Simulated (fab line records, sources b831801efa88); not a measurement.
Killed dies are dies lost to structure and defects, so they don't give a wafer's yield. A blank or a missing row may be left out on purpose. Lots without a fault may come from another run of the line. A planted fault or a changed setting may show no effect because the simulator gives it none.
Chamber matching | flow sky130 | SKY_SONOS_ONO_ETCH_15 on rie_diel-01: 4 sister chambers
The step etches the open film in CHF3/O2, target depth 19.52 nm, time 7.8 s. 8 wafers are shown with their chamber, then 8 later ones without.

WAFERS WITH THEIR CHAMBER
wafer  | chamber | drypump_motor_current_A (A) | rf_fwd_power_W (W)
L076.6 | 0       | 5.7                         | 590
L084.2 | 3       | 6.2                         | 594
L087.5 | 2       | 4.7                         | 584
L087.6 | 1       | 6.4                         | 586
L088.1 | 3       | 6.2                         | 590
L088.3 | 1       | 6.3                         | 586
L088.4 | 2       | 4.7                         | 587
L092.1 | 0       | 5.7                         | 587

WAFERS WITHOUT THEIR CHAMBER
wafer  | drypump_motor_current_A (A) | rf_fwd_power_W (W)
L092.2 | 6.4                         | 587
L092.3 | 4.7                         | 586
L092.4 | 5.8                         | 587
L092.5 | 6.4                         | 585
L092.6 | 4.7                         | 585
L095.2 | 4.7                         | 586
L095.3 | 6.4                         | 585
L095.5 | 5.7                         | 590

WHICH CHAMBER EACH WENT THROUGH
wafer  | from the rows above | in truth
L092.2 | 1                   | 1
L092.3 | 2                   | 2
L092.4 | 0                   | 0
L092.5 | 1                   | 1
L092.6 | 2                   | 2
L095.2 | 2                   | 2
L095.3 | 1                   | 1
L095.5 | 0                   | 0
Placed correctly: 8 of 8. Can't be placed from these rows: 0. Placed wrongly: 0.
How it was worked out, from the rows above alone: a wafer's distance from a chamber is the root of the sum, over the readings, of the square of ((its reading less the chamber's mean) divided by the reading's scatter). The wafer belongs to the nearest chamber; if the next one is less than 2 further off, it can't be placed. A chamber's mean is the mean of its shown wafers. The scatter: the root of (the sum of the squares of (reading less its chamber's mean) over the shown wafers, divided by (wafers less chambers)).
